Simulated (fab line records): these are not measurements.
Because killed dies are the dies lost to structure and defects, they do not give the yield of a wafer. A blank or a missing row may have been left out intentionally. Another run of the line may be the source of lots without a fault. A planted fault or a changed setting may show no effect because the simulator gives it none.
Which tool was responsible? + flow sky130 + 18 wafers from 6 lots sampled at 2 of the route's 708 steps

## WHAT THE GAUGES SHOWED, per wafer
SKY_SD_N_TW_MEAS_12.
| lot  | measured     | on           | SD_N_TW        |
|------|--------------|--------------|----------------|
| L708 | day 28 18:49 | filmMetro-01 | 4001 3994 3976 |
| L714 | day 30 19:08 | filmMetro-03 | 30 30 3958     |
| L720 | day 32 12:17 | filmMetro-04 | 3912 3942 3928 |
| L723 | day 33 08:04 | filmMetro-03 | 3946 3947 3952 |
| L726 | day 34 10:19 | filmMetro-01 | 3994 4010 3991 |
| L729 | day 35 05:06 | filmMetro-04 | 3991 4013 3973 |

## WHAT TOOL EACH LOT RAN ON (gives the tool, then ch and the chambers of the sampled wafers, and finally the start)
| lot  | SKY_SD_N_DEVELOP_06              |
|------|----------------------------------|
| L708 | lithoTrack-04 ch 0, day 28 18:08 |
| L714 | lithoTrack-04 ch 0, day 30 18:29 |
| L720 | lithoTrack-01 ch 0, day 32 10:52 |
| L723 | lithoTrack-04 ch 0, day 33 07:23 |
| L726 | lithoTrack-04 ch 0, day 34 09:36 |
| L729 | lithoTrack-03 ch 0, day 35 04:22 |
- SKY_SD_N_DEVELOP_06: develop time 60 s.

## THE ANSWER, worked out from the rows above alone
Rule: usual is defined by the lots themselves. The widest of any qualifying gaps counts: lots, ordered by their means at a reading, are off when they make up no more than a third of the lots, leave a main group of 4 or more, and stand apart from it by 3 or more times the standard deviation of that group's means. A main group is skipped when, at the precision printed for the reading in the tables above, its means are all equal. Also off: a lot with no number at a reading for which 4 or more lots have one. Any other lot the step has rows for is counted as sound.
Off: at SKY_SD_N_TW_MEAS_12 (SD_N_TW), L714. The main group has a mean of 3971 with a standard deviation of 28.
A tool fits if, at a process step before that reading, it ran every lot that is off, and no sound lot after the first of them. Gauges at SKY_SD_N_TW_MEAS_12: tried the same way as those tools. None of those tried fits.

## WHAT HAD BEEN PUT IN BY THE SIMULATOR
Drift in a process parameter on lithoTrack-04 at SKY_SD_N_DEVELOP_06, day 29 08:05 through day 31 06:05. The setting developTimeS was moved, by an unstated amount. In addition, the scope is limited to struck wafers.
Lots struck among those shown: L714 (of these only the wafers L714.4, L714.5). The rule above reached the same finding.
